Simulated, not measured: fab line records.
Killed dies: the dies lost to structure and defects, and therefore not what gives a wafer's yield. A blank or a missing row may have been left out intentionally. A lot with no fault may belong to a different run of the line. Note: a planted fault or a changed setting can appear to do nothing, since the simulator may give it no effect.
fab line records	flow sky130
record: lots: 6	wafers: 18	last_day: 51
route steps=708 shown SONOS_ONO@176 GATE_OXIDE@187 POLY_GATE@204 PAD_OPEN@708
lots that met no fault: from a run of the same line without faults
start_h: the number of hours between the record's first day and the start of the first shown wafer of the lot	wait_h: hours elapsed since this lot's preceding step	" same as the row above	L1.1+2: one row covering several wafers at once	- no value, or no start was given	* or withheld: withheld	< > ~ a bound
route shown NAME@n: NAME is a module with steps in the file, n the number in the route of the first one	usual: average and standard deviation across the fault-free wafers	same: alike in all rows	chamber/n: place in a boat	sites: each site's reading	_std_site: the standard deviation of these	_edge_site: inner sites' mean taken away from outer sites' mean	radius_mm: for every site, how far away it sits from the centre of the wafer	mask NAME#n: copy n	behind: the last tool/chamber to shape the wafer	hold: cause of the lot's hold/its duration in hours/its outcome	device: names the non-switching transistor (n, p or np)	end of line: the same wafers' tests at the end of the route	for a step that has no rows: nothing shown but its recipe	killed: the dies lost at the first sort to structure and to defects; this is not the yield of the wafer	map: dies across one wafer; x = killed, . = not, _ = none there
set.NAME: the setting that was run; set.NAME@STEP: the one run at that earlier step	model.NAME: the simulator's own value behind a step, which no gauge read
lots at some steps of the route; a table a step, a row a wafer
services: when a tool's chamber went out of use (start_h, in hours from the record's first day, below 0 if earlier), for how many hours, and the reason
== steps ==
step: SKY_SONOS_ONO_COAT_08
recipe: resist: NOVOLAK	spin_rpm: 3000	resist_thk_nm: 1140
step: SKY_SONOS_ONO_SOFTBAKE_09
recipe: temp_c: 90	time_s: 60	resist: NOVOLAK
step: SKY_SONOS_ONO_EXPOSE_10
recipe: mask_id: ONOM	target_cd_nm: 410	na: 0.6	source_shape: conventional	sigma_outer: 0.6	dose_mj: 150
step: SKY_SONOS_ONO_PEB_11
recipe: temp_c: withheld	time_s: *	resist: NOVOLAK
step: SKY_SONOS_ONO_DEVELOP_12
recipe: develop_time_s: 60	dev_temp_c: 23
step: SKY_SONOS_ONO_CD_MEAS_13
recipe: target_cd_nm: 410
usual: cd_nm: 410.2/2.1
lot.wafer	tool	chamber	start_h	wait_h	cd_nm
L853.3	cd_sem-02	-	314.15	0.1	408.2
L853.5	"	-	"	"	409.7
L853.6	"	-	"	"	410.4
L859.1	cd_sem-02	-	364.43	0.1	410.5
L859.3	"	-	"	"	409.5
L859.4	"	-	"	"	410.6
L864.1	cd_sem-02	-	401.13	0.1	411.0
L864.2	"	-	"	"	410.7
L864.5	"	-	"	"	410.4
L863.2	cd_sem-01	-	401.73	0.1	411.1
L863.3	"	-	"	"	411.3
L863.6	"	-	"	"	410.5
L871.1	cd_sem-02	-	463.06	0.1	406.6
L871.5	"	-	"	"	407.1
L871.6	"	-	"	"	407.6
L874.2	cd_sem-01	-	486.15	0.1	413.9
L874.5	"	-	"	"	413.3
L874.6	"	-	"	"	412.3
step: SKY_SONOS_ONO_OVL_MEAS_14
usual: SONOS_ONO_OVL: 0.4/1.5
lot.wafer	tool	chamber	start_h	wait_h	SONOS_ONO_OVL[nm]
L853.3	overlay-02	-	314.24	0.1	-0.1
L853.5	"	-	"	"	2.1
L853.6	"	-	"	"	0.3
L859.1	overlay-01	-	364.55	0.1	-0.5
L859.3	"	-	"	"	-1.0
L859.4	"	-	"	"	-0.6
L864.1	overlay-02	-	401.25	0.1	1.0
L864.2	"	-	"	"	1.0
L864.5	"	-	"	"	1.7
L863.2	overlay-01	-	401.83	0.1	2.7
L863.3	"	-	"	"	2.1
L863.6	"	-	"	"	2.8
L871.1	overlay-01	-	463.18	0.1	-0.1
L871.5	"	-	"	"	1.5
L871.6	"	-	"	"	2.0
L874.2	overlay-02	-	486.26	0.1	-2.8
L874.5	"	-	"	"	-1.7
L874.6	"	-	"	"	0.6
step: SKY_SONOS_ONO_ETCH_15
recipe: target_depth_nm: 19.52	chemistry: CHF3/O2	source_w: 600	bias_w: 200	pressure_mtorr: 40	chf3_flow_sccm: 50	O2_flow_sccm: 5	time_s: 7.8
usual: chf3_flow_sccm: 49.99/0.14	drypump_motor_current_A: 5.6/0.53	oes_product_au: 0.999/0.017	throttle_valve_pct: 8.825/0.0097
lot.wafer	tool	chamber	start_h	wait_h	chf3_flow_sccm	drypump_motor_current_A	oes_product_au	rf_hours_counter_h	throttle_valve_pct
L853.3	rie_diel-04	3	314.27	0.0	50.00	4.7	0.984	16	8.819
L853.5	"	0	"	"	49.73	5.7	0.988	-	8.815
L853.6	"	1	"	"	49.87	4.9	0.969	-	8.825
L859.1	rie_diel-03	0	364.59	0.0	49.72	5.9	1.011	41	8.807
L859.3	"	3	"	"	49.87	6.3	0.971	66	8.815
L859.4	"	2	"	"	50.09	5.7	0.995	34	8.818
L864.1	rie_diel-04	1	401.29	0.0	50.08	4.9	0.985	4	8.815
L864.2	"	0	"	"	49.82	5.7	1.001	6	8.830
L864.5	"	2	"	"	50.08	6.2	1.037	-	8.823
L863.2	rie_diel-04	2	401.86	0.0	49.87	6.2	1.015	3	8.826
L863.3	"	0	"	"	50.04	5.7	1.002	6	8.813
L863.6	"	3	"	"	49.94	4.8	0.991	-	8.816
L871.1	rie_diel-02	1	463.21	0.0	49.92	5.5	0.980	47	8.826
L871.5	"	3	"	"	50.20	6.0	1.003	-	8.824
L871.6	"	0	"	"	49.96	6.1	0.964	-	8.802
L874.2	rie_diel-03	0	486.29	0.0	49.87	5.8	1.014	43	8.849
L874.5	"	1	"	"	50.16	5.4	1.015	-	8.802
L874.6	"	0	"	"	49.98	5.8	1.015	-	8.834
step: SKY_SONOS_ONO_WET_ETCH_16
recipe: chemistry: dHF	target_depth_nm: 14	dry: n2_spin	target: SiO2	dilution: 100:1	temp_c: 25	time_s: 280
step: SKY_SONOS_ONO_STRIP_17
recipe: chemistry: O2/N2	power_w: 1400	pressure_mtorr: 1500	platen_temp_c: withheld	o2_flow_sccm: 3000	n2_flow_sccm: 300	overash_fraction: 0.5
usual: drypump_motor_current_A: 5.8/0.47	oes_product_au: 0.710/0.0043	strip_time_to_endpoint_s: 14.11/0.034
same: overash_fraction: 0.5
lot.wafer	tool	chamber	start_h	wait_h	drypump_motor_current_A	oes_product_au	rf_hours_counter_h	strip_time_to_endpoint_s
L853.3	plasma_asher-02	1	314.41	0.0	5.2	0.709	-	14.12
L853.5	"	0	"	"	5.2	0.705	-	14.06
L853.6	"	1	"	"	5.2	0.708	-	14.16
L859.1	plasma_asher-03	1	364.70	0.0	6.1	0.714	56	14.10
L859.3	"	1	"	"	6.1	0.711	-	14.11
L859.4	"	0	"	"	6.1	0.714	-	14.05
L864.1	plasma_asher-04	1	401.40	0.0	6.0	0.717	75	14.16
L864.2	"	0	"	"	6.4	0.712	75	14.14
L864.5	"	0	"	"	6.4	0.709	-	14.15
L863.2	plasma_asher-02	0	401.97	0.0	5.2	0.715	29	14.07
L863.3	"	0	"	"	5.2	0.704	-	14.05
L863.6	"	0	"	"	5.2	0.719	-	14.07
L871.1	plasma_asher-04	1	463.33	0.0	6.0	0.710	3	14.16
L871.5	"	1	"	"	6.1	0.710	-	14.17
L871.6	"	0	"	"	6.4	0.712	-	14.11
L874.2	plasma_asher-02	1	486.40	0.0	5.2	0.708	37	14.11
L874.5	"	1	"	"	5.2	0.712	-	14.12
L874.6	"	0	"	"	5.2	0.713	-	14.06
step: SKY_SONOS_ONO_WET_ETCH_18
recipe: chemistry: H3PO4	target_depth_nm: 15	target: Si3N4	temp_c: 160	time_s: 172
step: SKY_GATE_OXIDE_CLEAN_00
recipe: chemistry: SC1/SC2	mix: 1:4:20	temp_c: 70	time_s: 150	dry: n2_spin
step: SKY_GATE_OXIDE_OXIDATION_01
recipe: temp_c: 900	ambient: O2	stabilise_s: 600	purge_s: 300	target_thk_a: 102.68	ox_time_s: 1473
usual: ox_time_s: 1473/0	spike_tc_upper_C: 899.1/1	tube_center_temp_C: 900.01/0.078	zone_power_top_pct: 32.0/1.3
lot.wafer	tool	chamber	start_h	wait_h	ox_time_s	spike_tc_upper_C	tube_center_temp_C	zone_power_top_pct	model.SiO2_of_GATE_OXIDE_OXIDATION_01.thk_nm
L853.3	furnace-01	0	316.03	1.4	1473	899.7	900.1	30.2	10.51
L853.5	"	0	"	"	1473	900.7	899.99	30.3	10.64
L853.6	"	0	"	"	1473	899.0	900.13	30.5	10.37
L859.1	furnace-02	0	364.91	0.0	1473	900.6	899.77	32.8	10.27
L859.3	"	0	"	"	1473	898.3	900.09	33.4	10.13
L859.4	"	0	"	"	1473	900.3	900	33.1	10.15
L863.2	furnace-01	0	402.45	0.3	1973.8	899.7	900.01	30.9	12.87
L863.3	"	0	"	"	1973.8	900.1	900.16	30.1	12.72
L863.6	"	0	"	"	1973.8	898.0	900.02	30.4	12.8
L864.1	furnace-01	0	402.45	0.8	1973.8	900.6	899.96	30.3	12.75
L864.2	"	0	"	"	1973.8	901.5	899.96	30.7	12.72
L864.5	"	0	"	"	1973.8	899.2	899.92	30.2	12.87
L871.1	furnace-02	0	463.54	0.0	1473	896.9	900.04	33.2	10.29
L871.5	"	0	"	"	1473	898.6	900.05	33.1	10.13
L871.6	"	0	"	"	1473	899.9	900.02	33.3	10.34
L874.2	furnace-01	0	486.61	0.0	1473	898.4	899.98	30.7	10.27
L874.5	"	0	"	"	1473	899.6	899.92	30.3	10.31
L874.6	"	0	"	"	1473	900.3	900.01	30.4	10.17
step: SKY_GATE_OXIDE_THK_MEAS_02
recipe: reads: SiO2_of_GATE_OXIDE_OXIDATION_01
usual: GATE_OXIDE_OXIDATION_00_THK: 10.32/0.16
lot.wafer	tool	chamber	start_h	wait_h	GATE_OXIDE_OXIDATION_00_THK[nm]
L853.3	film_metro-03	-	317.46	0.0	10.54
L853.5	"	-	"	"	10.63
L853.6	"	-	"	"	10.36
L859.1	film_metro-02	-	366.32	0.0	10.27
L859.3	"	-	"	"	10.16
L859.4	"	-	"	"	10.13
L864.1	film_metro-02	-	403.86	0.0	12.73
L864.2	"	-	"	"	12.69
L864.5	"	-	"	"	12.83
L863.2	film_metro-03	-	403.87	0.0	12.89
L863.3	"	-	"	"	12.68
L863.6	"	-	"	"	12.82
L871.1	film_metro-03	-	464.95	0.0	10.23
L871.5	"	-	"	"	10.11
L871.6	"	-	"	"	10.36
L874.2	film_metro-03	-	488.03	0.0	10.29
L874.5	"	-	"	"	10.30
L874.6	"	-	"	"	10.19
step: SKY_GATE_OXIDE_DEHYDRATE_03
recipe: temp_c: 200	time_s: 60
step: SKY_GATE_OXIDE_HMDS_04
recipe: prime_time_s: 60	prime_temp_c: 120
step: SKY_GATE_OXIDE_COAT_05
recipe: resist: NOVOLAK	spin_rpm: 3000	resist_thk_nm: 1140
step: SKY_GATE_OXIDE_SOFTBAKE_06
recipe: temp_c: 90	time_s: 60	resist: NOVOLAK
step: SKY_GATE_OXIDE_EXPOSE_07
recipe: mask_id: LVOM	na: 0.6	source_shape: conventional	sigma_outer: 0.6	polarization: unpolarized	target_cd_nm: 600	dose_mj: 170
step: SKY_GATE_OXIDE_PEB_08
recipe: temp_c: withheld	time_s: *	resist: NOVOLAK
step: SKY_GATE_OXIDE_DEVELOP_09
recipe: resist: NOVOLAK	developer: TMAH	develop_time_s: 60	dev_temp_c: 23
step: SKY_GATE_OXIDE_OVL_MEAS_10
usual: GATE_OXIDE_OVL: 0.5/1.5
lot.wafer	tool	chamber	start_h	wait_h	GATE_OXIDE_OVL[nm]
L853.3	overlay-02	-	345.17	0.1	2.4
L853.5	"	-	"	"	1.7
L853.6	"	-	"	"	1.1
L859.1	overlay-02	-	394.77	0.1	2.4
L859.3	"	-	"	"	1.6
L859.4	"	-	"	"	3.0
L864.1	overlay-01	-	433.58	0.1	-1.4
L864.2	"	-	"	"	0.6
L864.5	"	-	"	"	-0.3
L863.2	overlay-02	-	433.89	0.1	-0.2
L863.3	"	-	"	"	0.8
L863.6	"	-	"	"	0.6
L871.1	overlay-02	-	495.57	0.1	-0.1
L871.5	"	-	"	"	0.4
L871.6	"	-	"	"	-0.5
L874.2	overlay-02	-	518.56	0.1	-0.4
L874.5	"	-	"	"	1.2
L874.6	"	-	"	"	1.5
step: SKY_GATE_OXIDE_IMPLANT_11
recipe: species: B	energy_kev: 10	dose_cm2: 2.6e+12	tilt_deg: withheld
step: SKY_GATE_OXIDE_WET_ETCH_12
recipe: chemistry: dHF	target_depth_nm: 16.8	dry: n2_spin	target: SiO2	dilution: 100:1	temp_c: 25	time_s: 336
step: SKY_GATE_OXIDE_STRIP_13
recipe: chemistry: O2/N2	power_w: 1400	pressure_mtorr: 1500	platen_temp_c: withheld	o2_flow_sccm: 3000	n2_flow_sccm: 300	overash_fraction: 0.5
usual: drypump_motor_current_A: 5.7/0.48	oes_product_au: 0.716/0.0044	strip_time_to_endpoint_s: 14.18/0.048
same: overash_fraction: 0.5
lot.wafer	tool	chamber	start_h	wait_h	drypump_motor_current_A	oes_product_au	rf_hours_counter_h	strip_time_to_endpoint_s
L853.3	plasma_asher-03	0	345.48	0.0	6.1	0.708	-	14.29
L853.5	"	0	"	"	6.1	0.709	-	14.30
L853.6	"	1	"	"	6.1	0.721	-	14.30
L859.1	plasma_asher-02	1	395.07	0.0	5.2	0.725	29	14.25
L859.3	"	1	"	"	5.2	0.714	-	14.21
L859.4	"	0	"	"	5.2	0.718	-	14.21
L864.1	plasma_asher-02	0	433.87	0.0	5.2	0.711	33	14.12
L864.2	"	1	"	"	5.2	0.713	33	14.16
L864.5	"	0	"	"	5.2	0.714	-	14.15
L863.2	plasma_asher-03	0	434.17	0.0	6.1	0.719	63	14.28
L863.3	"	1	"	"	6.1	0.718	-	14.27
L863.6	"	0	"	"	6.1	0.720	-	14.22
L871.1	plasma_asher-03	0	495.86	0.0	6.1	0.720	69	14.18
L871.5	"	0	"	"	6.1	0.711	-	14.14
L871.6	"	1	"	"	6.0	0.706	-	14.17
L874.2	plasma_asher-01	0	518.85	0.0	5.2	0.715	68	14.18
L874.5	"	0	"	"	5.3	0.722	-	14.17
L874.6	"	1	"	"	6.4	0.710	-	14.19
step: SKY_GATE_OXIDE_TW_MEAS_14
usual: GATE_OXIDE_TW: 223.0/2.3
lot.wafer	tool	chamber	start_h	wait_h	GATE_OXIDE_TW
L853.3	film_metro-01	-	345.57	0.1	218.9
L853.5	"	-	"	"	219.3
L853.6	"	-	"	"	219.2
L859.1	film_metro-02	-	395.17	0.1	224.5
L859.3	"	-	"	"	222.7
L859.4	"	-	"	"	220.9
L864.1	film_metro-03	-	433.97	0.1	226.6
L864.2	"	-	"	"	225.8
L864.5	"	-	"	"	226.5
L863.2	film_metro-02	-	434.28	0.1	223.3
L863.3	"	-	"	"	223.5
L863.6	"	-	"	"	224.5
L871.1	film_metro-02	-	495.96	0.1	223.7
L871.5	"	-	"	"	220.8
L871.6	"	-	"	"	221.6
L874.2	film_metro-02	-	518.96	0.1	222.7
L874.5	"	-	"	"	223.9
L874.6	"	-	"	"	223.3
step: SKY_GATE_OXIDE_CLEAN_15
recipe: chemistry: SC1/SC2	mix: 1:4:20	temp_c: 70	time_s: 150	dry: n2_spin
step: SKY_GATE_OXIDE_OXIDATION_16
recipe: temp_c: 800	ambient: O2	idle_temp_c: 700	ramp_up_c_per_min: 10	ramp_down_c_per_min: 3	stabilise_s: 600	purge_s: 300	target_thk_a: 35.7	ox_time_s: 1915
usual: ox_time_s: 1915/0	spike_tc_upper_C: 799.2/1	tube_center_temp_C: 799.99/0.065	zone_power_top_pct: 26.3/1.1
lot.wafer	tool	chamber	start_h	wait_h	ox_time_s	spike_tc_upper_C	tube_center_temp_C	zone_power_top_pct	model.SiO2_of_GATE_OXIDE_OXIDATION_01.thk_nm
L853.3	furnace-01	0	346.50	0.8	1915	799.4	800.09	25.6	11.89
L853.5	"	0	"	"	1915	799.0	799.97	25.1	12
L853.6	"	0	"	"	1915	800.1	799.98	24.9	11.76
L859.1	furnace-01	0	395.34	0.1	1915	800.5	799.95	25.2	11.64
L859.3	"	0	"	"	1915	799.6	799.96	25.2	11.54
L859.4	"	0	"	"	1915	800.8	800.06	25.3	11.51
L864.1	furnace-01	0	434.24	0.2	1915	799.4	799.86	24.8	13.96
L864.2	"	0	"	"	1915	797.6	800.07	25.1	13.92
L864.5	"	0	"	"	1915	799.5	799.98	25.4	14.08
L863.2	furnace-02	0	435.33	0.9	1915	798.6	799.95	27.0	14.07
L863.3	"	0	"	"	1915	798.5	800.06	27.3	13.92
L863.6	"	0	"	"	1915	798.0	800.05	27.3	13.98
L871.1	furnace-01	0	496.07	0.0	1915	801.6	799.91	25.3	11.68
L871.5	"	0	"	"	1915	800.4	799.88	24.9	11.54
L871.6	"	0	"	"	1915	800.3	800.02	25.0	11.7
L874.2	furnace-01	0	519.06	0.0	1915	800.6	799.97	25.1	11.66
L874.5	"	0	"	"	1915	800.1	800.18	25.6	11.67
L874.6	"	0	"	"	1915	800.3	800.02	25.4	11.54
step: SKY_POLY_GATE_CVD_00
recipe: material: poly-Si	target_thk_nm: 180	temp_c: 620	time_s: 720	pressure_mtorr: 200
step: SKY_PAD_OPEN_PROBE_99
usual: killed_at_M0_to_M3: 43/6.8	killed_at_M4_up: 3.2/2	killed_at_contacts: 24/5.3	killed_at_front_end: 16/4.4	killed_at_other: 0.3/0.54	killed_dies: 86/9.4	killed_open: 48/6.6	killed_short: 38/6.5
same: gross_dies: 492	killed_at_back_side: 0
lot.wafer	tool	chamber	start_h	wait_h	killed_at_M0_to_M3	killed_at_M4_up	killed_at_contacts	killed_at_front_end	killed_at_other	killed_dies	killed_open	killed_short	model.etest.nfet_16v.r_on_ohm_um	model.etest.pfet_16v.r_on_ohm_um	model.etest.tip_sonos.rs_ohm_sq	model.etest.pfet_g5v0d10v5.r_on_ohm_um	model.etest.nfet_g5v0d10v5.r_on_ohm_um	model.etest.nfet_g5v0d10v5.drive_ua_um	model.etest.nfet_05v0_nvt.drive_ua_um	model.etest.pfet_g5v0d10v5.drive_ua_um
L853.3	prober-02	-	1114.74	0.2	44	1	20	10	0	75	47	28	1.422e+04	1.521e+04	2807	4785	1876	595.9	564.6	341.1
L853.5	prober-02	-	1114.84	0.2	36	3	26	11	0	76	47	29	1.443e+04	1.508e+04	2809	4820	1910	589.3	564.1	338
L853.6	prober-02	-	1114.89	0.2	38	2	18	14	1	73	33	40	1.454e+04	1.616e+04	2702	4733	1876	601.9	568	340.9
L859.1	prober-01	-	1152.04	0.1	42	8	24	18	0	92	46	46	1.411e+04	1.574e+04	2629	4796	1868	609.1	582	339.1
L859.3	prober-01	-	1152.14	0.2	43	4	21	9	0	77	37	40	1.404e+04	1.483e+04	2624	4762	1871	618.6	587.1	338.7
L859.4	prober-01	-	1152.19	0.2	45	1	27	11	0	84	48	35	1.414e+04	1.543e+04	2566	4742	1856	615.5	581.1	346.3
L864.1	prober-01	-	1173.38	0.1	40	2	27	11	1	81	44	35	1.523e+04	1.553e+04	3429	5226	2087	505.7	493.5	298.3
L864.2	prober-01	-	1173.43	0.1	49	1	21	16	1	88	40	48	1.534e+04	1.595e+04	3449	5136	2059	510	494.1	295.4
L864.5	prober-01	-	1173.58	0.2	42	3	25	19	1	90	61	29	1.547e+04	1.592e+04	3462	5280	2112	505	491.1	295.1
L871.1	prober-02	-	1206.53	0.1	43	0	17	13	0	73	42	31	1.38e+04	1.481e+04	2674	4789	1881	605.6	578.4	337.2
L871.5	prober-02	-	1206.73	0.2	45	3	16	13	0	77	49	28	1.38e+04	1.476e+04	2613	4744	1862	612.3	585.4	340.4
L871.6	prober-02	-	1206.78	0.2	46	5	23	11	0	85	50	34	1.416e+04	1.57e+04	2624	4834	1902	600.1	576.5	335.7
L874.2	prober-01	-	1218.90	0.1	60	5	17	19	0	101	43	58	1.418e+04	1.599e+04	2665	4746	1879	609.6	579	339.9
L874.5	prober-01	-	1219.05	0.2	43	7	14	18	0	82	46	36	1.407e+04	1.585e+04	2649	4775	1857	610.5	581.6	339.3
L874.6	prober-01	-	1219.10	0.2	47	7	34	20	0	108	52	56	1.389e+04	1.504e+04	2644	4737	1859	615.4	585	343.2
killed by level:class
L853.3 CONTACT:geometric_particle:open=10 VIA2:geometric_particle:open=10 VIA1:geometric_particle:open=9 VIA1:geometric_particle:short=5 METAL3:geometric_particle:short=5 VIA3:geometric_particle:open=5 FIELD_ISO:geometric_particle:open=4 FIELD_ISO:geometric_particle:short=3
L853.5 CONTACT:geometric_particle:open=13 VIA1:geometric_particle:open=11 LOCAL_INTERCONNECT:geometric_particle:short=6 FIELD_ISO:geometric_particle:open=5 LI_CONTACT:geometric_particle:open=5 VIA1:geometric_particle:short=5 VIA2:geometric_particle:open=5 VIA3:geometric_particle:open=4
L853.6 VIA2:geometric_particle:open=9 CONTACT:geometric_particle:open=7 VIA1:geometric_particle:short=7 VIA1:geometric_particle:open=7 FIELD_ISO:geometric_particle:short=5 CONTACT:geometric_particle:short=5 VIA3:geometric_particle:short=4 METAL1:geometric_particle:short=3
L859.1 VIA1:geometric_particle:open=12 CONTACT:geometric_particle:open=8 VIA3:geometric_particle:open=8 LI_CONTACT:geometric_particle:open=5 VIA2:geometric_particle:short=5 FIELD_ISO:geometric_particle:short=4 POLY_GATE:geometric_particle:short=4 METAL4:geometric_particle:short=4
L859.3 LI_CONTACT:geometric_particle:open=8 VIA2:geometric_particle:open=8 CONTACT:geometric_particle:short=7 VIA1:geometric_particle:open=6 VIA1:geometric_particle:short=6 METAL2:geometric_particle:short=6 VIA3:geometric_particle:open=5 CONTACT:geometric_particle:open=4
L859.4 CONTACT:geometric_particle:open=11 VIA1:geometric_particle:open=10 LI_CONTACT:geometric_particle:open=8 METAL2:geometric_particle:short=7 VIA3:geometric_particle:open=7 VIA1:geometric_particle:short=6 CONTACT:geometric_particle:short=5 VIA2:geometric_particle:open=4
L864.1 CONTACT:geometric_particle:open=13 VIA1:geometric_particle:open=8 VIA2:geometric_particle:open=7 METAL2:geometric_particle:short=7 FIELD_ISO:geometric_particle:short=6 CONTACT:geometric_particle:short=5 VIA3:geometric_particle:open=4 FIELD_ISO:geometric_particle:open=3
L864.2 VIA1:geometric_particle:open=9 METAL2:geometric_particle:short=9 VIA1:geometric_particle:short=8 VIA3:geometric_particle:open=8 CONTACT:geometric_particle:open=6 METAL1:geometric_particle:short=6 CONTACT:geometric_particle:short=5 LI_CONTACT:geometric_particle:open=5
L864.5 CONTACT:geometric_particle:open=12 VIA3:geometric_particle:open=9 POLY_GATE:geometric_particle:open=8 FIELD_ISO:geometric_particle:open=7 VIA2:geometric_particle:open=7 LI_CONTACT:geometric_particle:open=5 METAL1:geometric_particle:short=4 VIA1:geometric_particle:open=4
L871.1 VIA2:geometric_particle:open=10 CONTACT:geometric_particle:open=9 VIA1:geometric_particle:open=9 METAL2:geometric_particle:short=7 POLY_GATE:geometric_particle:short=5 VIA1:geometric_particle:short=5 VIA3:geometric_particle:open=4 VIA3:geometric_particle:short=4
L871.5 VIA1:geometric_particle:open=11 VIA2:geometric_particle:open=7 VIA3:geometric_particle:short=6 FIELD_ISO:geometric_particle:open=5 LI_CONTACT:geometric_particle:open=5 VIA1:geometric_particle:short=5 VIA3:geometric_particle:open=5 CONTACT:geometric_particle:short=4
L871.6 CONTACT:geometric_particle:open=12 VIA1:geometric_particle:open=9 VIA1:geometric_particle:short=7 VIA2:geometric_particle:open=7 METAL2:geometric_particle:short=5 LI_CONTACT:geometric_particle:open=4 VIA2:geometric_particle:short=4 VIA3:geometric_particle:open=4
L874.2 METAL2:geometric_particle:short=17 VIA1:geometric_particle:open=13 VIA1:geometric_particle:short=8 FIELD_ISO:geometric_particle:short=7 VIA3:geometric_particle:open=6 FIELD_ISO:geometric_particle:open=5 LI_CONTACT:geometric_particle:open=5 CONTACT:geometric_particle:open=5
L874.5 VIA3:geometric_particle:open=11 FIELD_ISO:geometric_particle:short=7 VIA1:geometric_particle:open=7 VIA2:geometric_particle:open=7 CONTACT:geometric_particle:open=6 METAL4:geometric_particle:short=6 METAL3:geometric_particle:short=5 FIELD_ISO:geometric_particle:open=4
L874.6 CONTACT:geometric_particle:open=13 VIA1:geometric_particle:open=12 VIA1:geometric_particle:short=9 METAL2:geometric_particle:short=8 FIELD_ISO:geometric_particle:open=7 CONTACT:geometric_particle:short=7 METAL4:geometric_particle:short=6 FIELD_ISO:geometric_particle:short=5
== services ==
tool	chamber	start_h	hours	kind
plasma_asher-01	-	313.55	0.9	repair
rie_diel-02	0	336.56	8.9	repair
rie_diel-03	-	337.34	0.8	repair
plasma_asher-03	-	376.76	8.6	repair
rie_diel-03	1	377.61	3.3	repair
rie_diel-03	0	377.92	3.8	repair
rie_diel-02	-	390.62	0.9	repair
rie_diel-03	-	398.11	4.1	repair
furnace-01	-	412.23	3.9	pm
plasma_asher-04	-	421.25	9.0	pm
rie_diel-03	2	434.79	8.9	repair
rie_diel-03	0	445.06	4.0	repair
rie_diel-04	3	452.55	7.5	repair
rie_diel-02	1	455.29	2.1	repair
rie_diel-04	-	457.69	2.6	repair
plasma_asher-02	-	461.76	15.6	pm
plasma_asher-03	-	461.98	0.4	repair
rie_diel-02	2	463.04	19.6	repair
rie_diel-03	2	480.59	5.9	repair
plasma_asher-04	-	484.92	3.6	repair
rie_diel-03	1	487.39	8.3	repair
rie_diel-04	0	494.50	4.2	repair
rie_diel-03	1	501.60	3.9	repair
furnace-02	-	505.83	3.5	pm
== key ==
first_sign: step: SKY_GATE_OXIDE_OXIDATION_01	reading: ox_time_s	direction: up	sigmas: 99+	usual: *	struck: *
effect: step: SKY_GATE_OXIDE_THK_MEAS_02	reading: GATE_OXIDE_OXIDATION_00_THK	direction: up	sigmas: 16	usual: 10.32	struck: 12.77
model_effect: step: SKY_GATE_OXIDE_OXIDATION_01	value: SiO2_of_GATE_OXIDE_OXIDATION_01.thk_nm	without: 10.48	struck: 12.79
model_effect: step: SKY_GATE_OXIDE_OXIDATION_16	value: SiO2_of_GATE_OXIDE_OXIDATION_01.thk_nm	without: 11.84	struck: 13.99
model_effect: step: SKY_PAD_OPEN_PROBE_99	value: etest.nfet_16v.r_on_ohm_um	without: 1.417e+04	struck: 1.535e+04
met_at SKY_GATE_OXIDE_OXIDATION_01
struck_wafers L863.2,L863.3,L863.6,L864.1,L864.2,L864.5
rows_end L863.2,L863.3,L863.6
tester_left_out L864
onset_between 316.03 402.45
fault: kind: process_parameter_drift	tool: furnace-01	chamber: -	onset_h: 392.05	steps: SKY_GATE_OXIDE_OXIDATION_01	channel: ox_time_s	offset: *	shape: step	end_h: 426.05	acts_in: *	stated: *
tester_left_out: of these lots the tester's yield and bins aren't shown, on N5 and GAA mostly nor the transistor test; their killed dies are dies lost to structure and defects alone, not to doping, threshold or leakage, so they don't give the yield
rows_end: these wafers met a further fault down the route, and their rows from its step on are left out
